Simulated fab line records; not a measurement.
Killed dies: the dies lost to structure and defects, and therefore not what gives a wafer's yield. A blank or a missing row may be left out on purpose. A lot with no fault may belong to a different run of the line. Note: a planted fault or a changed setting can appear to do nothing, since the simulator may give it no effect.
Matching of chambers -- flow gf180mcu -- cmp-02 running GF_V1_CMP_04: 4 sister chambers
The step polishes SiO2. 8 wafers are shown with their chamber, then 8 later ones without.

== WAFERS, EACH WITH ITS CHAMBER ==
wafer,chamber,motor_current_A (A),time_to_endpoint_s (s)
L489.1,0,12.1,76
L490.1,0,12.5,77
L490.4,1,12.0,92
L490.5,3,12.4,84
L494.1,2,11.9,77
L494.2,1,12.1,88
L494.6,3,12.5,85
L496.1,2,12.2,81

== WAFERS MISSING THEIR CHAMBER ==
wafer,motor_current_A (A),time_to_endpoint_s (s)
L496.2,12.8,79
L496.4,11.0,97
L501.1,11.8,78
L501.3,12.5,80
L501.5,12.2,83
L503.2,12.4,93
L503.3,12.3,77
L503.6,12.9,82

== CHAMBER TAKEN BY EACH ==
wafer,from the rows above,in truth
L496.2,can't be placed: 0 or 3 or 2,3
L496.4,1,1
L501.1,can't be placed: 2 or 0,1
L501.3,can't be placed: 0 or 3 or 2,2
L501.5,can't be placed: 3 or 2 or 0 or 1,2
L503.2,can't be placed: 1 or 3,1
L503.3,can't be placed: 0 or 2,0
L503.6,can't be placed: 3 or 0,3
1 of 8 placed correctly. Unplaceable from these rows: 7, with the true chamber sitting among the candidates in 6. 0 placed wrongly.
How it was worked out, from the rows above alone: a wafer's distance from a chamber is the root of the sum, over the readings, of the square of ((its reading less the chamber's mean) divided by the reading's scatter). If the next closest chamber is less than 2 further off than the closest, the wafer can't be placed; otherwise it belongs to the closest. Each chamber's mean is taken over the wafers shown for it. The scatter: take each reading less its chamber's mean, square it, sum over the shown wafers, divide by the number of wafers less the number of chambers, and take the root.
